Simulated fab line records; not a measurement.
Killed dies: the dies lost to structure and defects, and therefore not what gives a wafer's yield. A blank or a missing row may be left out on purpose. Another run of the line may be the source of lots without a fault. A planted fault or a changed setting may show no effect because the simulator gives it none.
A single fault, viewed from 2 desks || flow gf180mcu || numbers are kept per desk, each desk with only its own; the story behind them comes last

## METROLOGY DESK
What the gauges read, lot by lot, whatever tool the lot ran on: means of the sampled wafers that have a number. A lot is out of limits, marked OUT, if its mean lies more than 4 standard deviations from the usual mean; the brackets give that distance.
Columns: A = MIM_CVD_05_THK at GF_MIM_THK_MEAS_06, usual 41.9 nm; B = MIM_ALCU_RS at GF_MIM_RS_MEAS_10, usual 0.1598 ohm/sq; C = MIM_ALCU_THK at GF_MIM_THK_MEAS_11, usual 199.2 nm
{"lot": "L542", "first seen here": "day 24 21:05", "A": 41.4, "B": 0.1634, "C": 194.4}
{"lot": "L543", "first seen here": "day 25 07:46", "A": 42.0, "B": 0.1601, "C": 201.0}
{"lot": "L561", "first seen here": "day 30 14:02", "A": 41.9, "B": 0.1616, "C": 197.3}
{"lot": "L562", "first seen here": "day 30 21:34", "A": 41.7, "B": 0.1582, "C": 201.7}
{"lot": "L563", "first seen here": "day 31 03:17", "A": 42.0, "B": 0.1597, "C": 198.5}
{"lot": "L564", "first seen here": "day 31 11:27", "A": 41.7, "B": 0.1577, "C": 201.1}
This desk's verdict: no lot among the 6 shows anything out of limits.

## THE TOOL OWNER'S DESK: iline_stepper-02
The tool's own readings at GF_MIM_EXPOSE_16 (exposes mask FuseTop, target cd 2000 nm): means of the sampled wafers that have a number, for each lot that ran on this tool. A lot is out of limits, marked OUT, if its mean lies more than 4 standard deviations from the usual mean; the brackets give that distance.
Columns: A = exposure_dose_mJ_cm2 at GF_MIM_EXPOSE_16, usual 139.97
{"lot": "L543", "first seen here": "day 25 18:44", "A": 140.05}
{"lot": "L561", "first seen here": "day 30 23:20", "A": 139.94}
{"lot": "L563", "first seen here": "day 31 11:51", "A": 140.07}
This desk's verdict: no lot among the 3 shows anything out of limits.

## PUT TOGETHER
The metrology desk saw nothing out of limits.
The tool owner's desk saw nothing out of limits.

## WHAT THE SIMULATOR HAD INSERTED
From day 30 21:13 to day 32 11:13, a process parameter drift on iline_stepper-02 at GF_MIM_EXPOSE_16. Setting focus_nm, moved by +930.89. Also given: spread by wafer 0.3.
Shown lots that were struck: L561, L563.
